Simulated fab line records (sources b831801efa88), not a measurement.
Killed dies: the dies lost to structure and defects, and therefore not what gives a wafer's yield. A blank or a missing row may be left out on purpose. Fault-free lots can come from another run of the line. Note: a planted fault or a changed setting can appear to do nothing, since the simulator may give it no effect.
Struck lot and sound lot, side by side || flow gf180mcu || 14 steps out of a route of 602
Sound: the wafers L599.2, L599.4, L599.5. Struck: wafers L617.1, L617.5, L617.6. Last of all comes the cause.
At each step with rows: each side's tool, then ch and its chambers, then its first start. Under that, the readings that differ: sound wafers || struck wafers || difference of the means || sigmas: that difference in standard deviations of wafers without a fault.
alike: readings with means less than 2 such deviations apart, plus words and numbers identical on both sides. not compared: withheld readings, readings lacking a value on some wafer, bounds such as >300 that could conceal the same value, and numbers that have no deviation in the record and whose values overlap.
A row with sigmas, a row that says differs or no value, or rows on one side alone: a step with any of these is where the two part. When numbers do not overlap yet have no deviation, they are printed without sigmas and do not part them. A reading that every wafer of one side lacks parts them only if that side has two wafers or more.

GF_V4_OVL_MEAS_15:
  sound: overlay-02 at day 24 22:51; struck: overlay-01 at day 30 12:59
  alike: V4_OVL
GF_V4_ETCH_16: etches BARC in N2/H2.
  sound on rie_diel-01 ch 0,1,2, day 24 22:53; struck on rie_diel-03 ch 0,3, day 30 13:02
  alike: chamber_pressure_mTorr, drypump_motor_current_A, oes_product_au, throttle_valve_pct
then, 1 step without rows for these wafers: GF_V4_ETCH_17 (etches SiO2 in C4F8/O2/Ar, stops on TiN, target depth 630 nm).
GF_V4_STRIP_18: strips in O2/N2.
  sound on plasma_asher-03 ch 0,1, day 24 23:01; struck on plasma_asher-01 ch 0,1, day 30 13:10
  alike: chamber_pressure_mTorr, drypump_motor_current_A, heater_power_w, oes_product_au, platen_temp_c
  not compared: rf_hours_counter_h
then, 3 steps without rows for these wafers: GF_V4_STRIP_19 (strips in post etch residue remover, time 1200 s); GF_V4_CLEAN_20 (cleans in DIW); GF_V4_SPUTTER_21 (material Ti, target thk 15 nm, time 80.02 s).
GF_V4_SPUTTER_22: material TiN, target thk 10 nm, time 40 s.
  sound: pvd_sputter-01 at day 24 23:36; struck: pvd_sputter-01 at day 30 13:45
  alike: cathode_dc_power_W, chamber_pressure_pa, throttle_valve_pct
GF_V4_CVD_23: deposits W, target thk 350 nm, time 104.9 s.
  sound on cvd_w-02 ch 0,1, day 24 23:38; struck on cvd_w-01 ch 0,1, day 30 13:47
  alike: heater_power_w
GF_V4_RS_MEAS_24: measurement is done with a four-point probe.
  sound: film_metro-04 at day 24 23:46; struck: film_metro-03 at day 30 13:54
  alike: V4_W_RS
GF_V4_THK_MEAS_25: measures by xrf.
  sound: film_metro-04 at day 24 23:53; struck: film_metro-03 at day 30 14:01
  alike: V4_W_THK
then, 1 step without rows for these wafers: GF_V4_CMP_26 (polishes, stops on SiO2, t overpolish 15 s, target thk 0 nm).
GF_MIM_SPUTTER_00: material Ti, target thk 37.5 nm, time 150 s.
  sound: pvd_sputter-04 at day 25 00:20; struck: pvd_sputter-02 at day 30 14:23
  no value came back on the struck wafers for cathode_dc_power_W (W), chamber_pressure_pa (Pa), throttle_valve_pct (%); on the sound wafers cathode_dc_power_W (W) reads 3998.7 3999.9 3999.4
GF_MIM_SPUTTER_01: material TiN, target thk 30 nm, time 25 s.
  sound: pvd_sputter-04 at day 25 00:26; struck: pvd_sputter-02 at day 30 14:29
  alike: cathode_dc_power_W, chamber_pressure_pa, throttle_valve_pct

== WHERE THEY PART ==
Only at GF_MIM_SPUTTER_00, within this record. Later steps at which nothing parts them and some readings are alike: GF_MIM_SPUTTER_01.

WHY: what the simulator had put in
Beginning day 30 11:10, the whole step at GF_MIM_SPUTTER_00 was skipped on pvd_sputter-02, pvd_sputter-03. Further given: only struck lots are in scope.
